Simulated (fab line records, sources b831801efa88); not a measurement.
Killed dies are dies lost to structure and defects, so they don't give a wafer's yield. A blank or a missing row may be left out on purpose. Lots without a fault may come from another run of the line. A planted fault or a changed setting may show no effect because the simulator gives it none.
Which tool did it? | flow gf180mcu | 24 lots, 72 wafers sampled, at 5 steps of a route of 602

WHAT THE GAUGES READ, wafer by wafer
GF_M2_THK_MEAS_06: measures by xrf.
lot  | measured     | on            | M2_ALCU_THK (nm)
L074 | day 20 07:21 | film_metro-03 | 440 450 443
L075 | day 20 19:59 | film_metro-01 | 435 439 441
L076 | day 20 23:19 | film_metro-01 | 441 440 439
L077 | day 21 12:46 | film_metro-04 | 440 437 438
L078 | day 22 00:34 | film_metro-01 | 451 440 445
L079 | day 22 13:04 | film_metro-04 | 435 434 440
L080 | day 22 14:46 | film_metro-01 | 441 444 442
L081 | day 22 20:46 | film_metro-03 | 450 444 439
L082 | day 23 05:49 | film_metro-03 | 432 436 439
L083 | day 23 10:49 | film_metro-03 | 443 444 443
L084 | day 23 18:14 | film_metro-04 | 436 438 429
L085 | day 24 00:11 | film_metro-04 | 442 439 432
L086 | day 24 14:01 | film_metro-03 | 435 441 443
L087 | day 24 19:52 | film_metro-03 | 438 443 439
L088 | day 25 03:44 | film_metro-03 | 443 442 442
L089 | day 25 06:27 | film_metro-03 | 440 436 445
L090 | day 25 17:47 | film_metro-01 | 430 429 436
L091 | day 26 03:02 | film_metro-03 | 440 441 442
L092 | day 26 10:35 | film_metro-04 | 445 445 442
L093 | day 26 12:07 | film_metro-04 | 446 445 445
L094 | day 26 18:43 | film_metro-04 | 428 437 436
L095 | day 27 01:22 | film_metro-03 | 438 439 440
L096 | day 27 09:35 | film_metro-01 | 440 439 434
L097 | day 27 10:10 | film_metro-01 | 438 439 437

GF_M3_THK_MEAS_06: measures by xrf.
lot  | measured     | on            | M3_ALCU_THK (nm)
L074 | day 22 12:21 | film_metro-01 | 434 431 437
L075 | day 23 01:02 | film_metro-01 | 439 447 438
L076 | day 23 05:05 | film_metro-01 | 436 442 436
L077 | day 23 17:45 | film_metro-02 | 447 440 448
L078 | day 24 04:55 | film_metro-04 | 435 432 436
L079 | day 24 16:39 | film_metro-04 | 439 445 438
L080 | day 24 18:16 | film_metro-02 | 441 439 445
L081 | day 25 00:40 | film_metro-01 | 446 441 446
L082 | day 25 08:39 | film_metro-01 | 433 434 433
L083 | day 25 13:04 | film_metro-04 | 433 435 438
L084 | day 25 20:49 | film_metro-02 | 445 442 442
L085 | day 26 02:41 | film_metro-04 | 440 439 435
L086 | day 26 14:47 | film_metro-02 | 433 436 438
L087 | day 26 19:47 | film_metro-01 | 430 436 435
L088 | day 27 04:48 | film_metro-01 | 437 434 435
L089 | day 27 05:09 | film_metro-01 | 439 434 432
L090 | day 27 16:38 | film_metro-04 | 445 442 435
L091 | day 29 13:10 | film_metro-02 | 440 438 441
L092 | day 28 09:41 | film_metro-04 | 429 427 432
L093 | day 28 10:41 | film_metro-01 | 432 432 430
L094 | day 28 17:21 | film_metro-02 | 455 444 453
L095 | day 28 23:20 | film_metro-04 | 439 438 439
L096 | day 29 06:47 | film_metro-01 | 450 437 434
L097 | day 29 07:35 | film_metro-01 | 435 434 445

GF_M3_OVL_MEAS_15.
lot  | measured     | on         | M3_OVL (nm)
L074 | day 23 12:53 | overlay-02 | 7 12 4
L075 | day 24 01:13 | overlay-02 | 3 6 8
L076 | day 24 04:34 | overlay-01 | 3 2 4
L077 | day 24 17:26 | overlay-01 | -4 3 -3
L078 | day 25 03:47 | overlay-01 | 7 6 -5
L079 | day 25 15:41 | overlay-01 | -3 -2 -1
L080 | day 25 17:16 | overlay-01 | 6 12 8
L081 | day 25 23:23 | overlay-02 | 0 4 1
L082 | day 26 07:37 | overlay-02 | 0 0 0
L083 | day 26 11:32 | overlay-02 | -3 0 -3
L084 | day 26 19:08 | overlay-01 | 11 9 9
L085 | day 27 01:18 | overlay-01 | 6 3 1
L086 | day 27 12:35 | overlay-02 | 0 3 -9
L087 | day 27 17:27 | overlay-01 | 2 9 11
L088 | day 28 02:32 | overlay-02 | -1 2 0
L089 | day 28 02:44 | overlay-01 | 3 -4 1
L090 | day 28 13:50 | overlay-01 | -3 5 -1
L091 | day 30 08:59 | overlay-01 | -1 -3 -1
L092 | day 29 06:29 | overlay-01 | 0 8 7
L093 | day 29 07:02 | overlay-01 | -1 -1 7
L094 | day 29 13:47 | overlay-02 | -2 -1 1
L095 | day 29 19:41 | overlay-01 | 6 4 8
L096 | day 30 03:01 | overlay-01 | 3 -1 3
L097 | day 30 03:38 | overlay-02 | -10 1 0

GF_V3_CD_MEAS_14: target cd 260 nm.
lot  | measured     | on        | cd_nm (nm)
L074 | day 24 14:24 | cd_sem-01 | 259.6 260.9 260.0
L075 | day 25 02:57 | cd_sem-02 | 258.5 258.7 260.0
L076 | day 25 05:33 | cd_sem-01 | 260.8 261.0 259.2
L077 | day 25 17:49 | cd_sem-02 | 261.1 259.7 261.5
L078 | day 26 03:52 | cd_sem-01 | 260.0 259.7 259.8
L079 | day 26 15:25 | cd_sem-01 | 259.2 257.6 259.0
L080 | day 26 17:30 | cd_sem-01 | 260.2 260.4 260.4
L081 | day 26 23:16 | cd_sem-01 | 258.6 257.7 258.9
L082 | day 27 06:10 | cd_sem-01 | 258.8 258.7 258.8
L083 | day 27 10:52 | cd_sem-02 | 260.8 259.6 260.6
L084 | day 27 18:25 | cd_sem-02 | 260.4 258.9 259.5
L085 | day 28 00:23 | cd_sem-02 | 261.1 261.4 261.5
L086 | day 28 10:50 | cd_sem-02 | 259.5 258.9 259.1
L087 | day 28 16:34 | cd_sem-02 | 261.9 260.8 260.4
L088 | day 29 00:25 | cd_sem-02 | 259.1 258.3 258.8
L089 | day 29 00:33 | cd_sem-02 | 259.3 259.9 258.4
L090 | day 29 11:50 | cd_sem-02 | 258.6 258.3 259.6
L091 | day 31 05:07 | cd_sem-01 | 258.2 259.7 258.2
L092 | day 30 04:40 | cd_sem-01 | 259.5 259.3 259.0
L093 | day 30 04:58 | cd_sem-01 | 260.1 259.6 258.1
L094 | day 30 11:08 | cd_sem-02 | 259.7 259.5 259.9
L095 | day 30 17:22 | cd_sem-01 | 260.5 260.3 260.4
L096 | day 31 00:25 | cd_sem-02 | 258.5 259.5 258.6
L097 | day 31 01:02 | cd_sem-02 | 259.4 259.2 261.2

GF_V3_OVL_MEAS_15.
lot  | measured     | on         | V3_OVL (nm)
L074 | day 24 14:31 | overlay-02 | 7 9 -1
L075 | day 25 03:04 | overlay-02 | -5 -3 -4
L076 | day 25 05:40 | overlay-01 | 4 4 2
L077 | day 25 17:56 | overlay-02 | 6 7 7
L078 | day 26 03:59 | overlay-01 | -1 0 -5
L079 | day 26 15:32 | overlay-01 | 6 9 1
L080 | day 26 17:37 | overlay-02 | 7 5 -2
L081 | day 26 23:23 | overlay-02 | 4 2 -2
L082 | day 27 06:17 | overlay-01 | -1 0 3
L083 | day 27 10:59 | overlay-01 | 3 10 5
L084 | day 27 18:32 | overlay-01 | -2 -3 6
L085 | day 28 00:29 | overlay-02 | 4 12 2
L086 | day 28 10:56 | overlay-02 | 5 -4 4
L087 | day 28 16:40 | overlay-01 | 1 3 1
L088 | day 29 00:32 | overlay-02 | 5 5 5
L089 | day 29 00:40 | overlay-02 | 4 4 4
L090 | day 29 11:56 | overlay-01 | -1 7 1
L091 | day 31 05:14 | overlay-01 | 2 2 1
L092 | day 30 04:44 | overlay-02 | 2 5 -4
L093 | day 30 05:05 | overlay-02 | -1 -4 -1
L094 | day 30 11:14 | overlay-01 | 5 2 2
L095 | day 30 17:29 | overlay-01 | -5 -5 1
L096 | day 31 00:30 | overlay-02 | -4 2 -5
L097 | day 31 01:08 | overlay-02 | -2 5 3

WHICH TOOL RAN EACH LOT (tool, then ch and the chambers of the sampled wafers, then the start)
The record holds no process step before these readings.

WHAT THE TOOLS THEMSELVES READ (means of the sampled wafers that have a number; where no wafer has one, the mark that the record gives instead)
The record holds no such reading with a usual standard deviation.

THE ANSWER, worked out from the rows above alone
Rule: what is usual is taken from the lots themselves. Put in order of their means at a reading, lots are off if they are a third of the lots or fewer, leave a main group of 4 or more, and stand apart from it by a gap of 3 or more times the standard deviation of the main group's means; of several such gaps the widest counts. A main group whose means are all the same, to the digits that the tables above print for the reading, isn't used. A lot without any number at a reading at which 4 lots or more have one is off too. The other lots that the step has rows for count as sound. The gauges are gone through in route order, then the tools' own readings, and for those a lot's mean is taken as printed above. The first step at which some lot is off is used, and at that step the reading that is off furthest; a lot without a number counts as furthest.
No lot is off at any reading shown: from this, nothing can be told.

WHAT THE SIMULATOR HAD PUT IN
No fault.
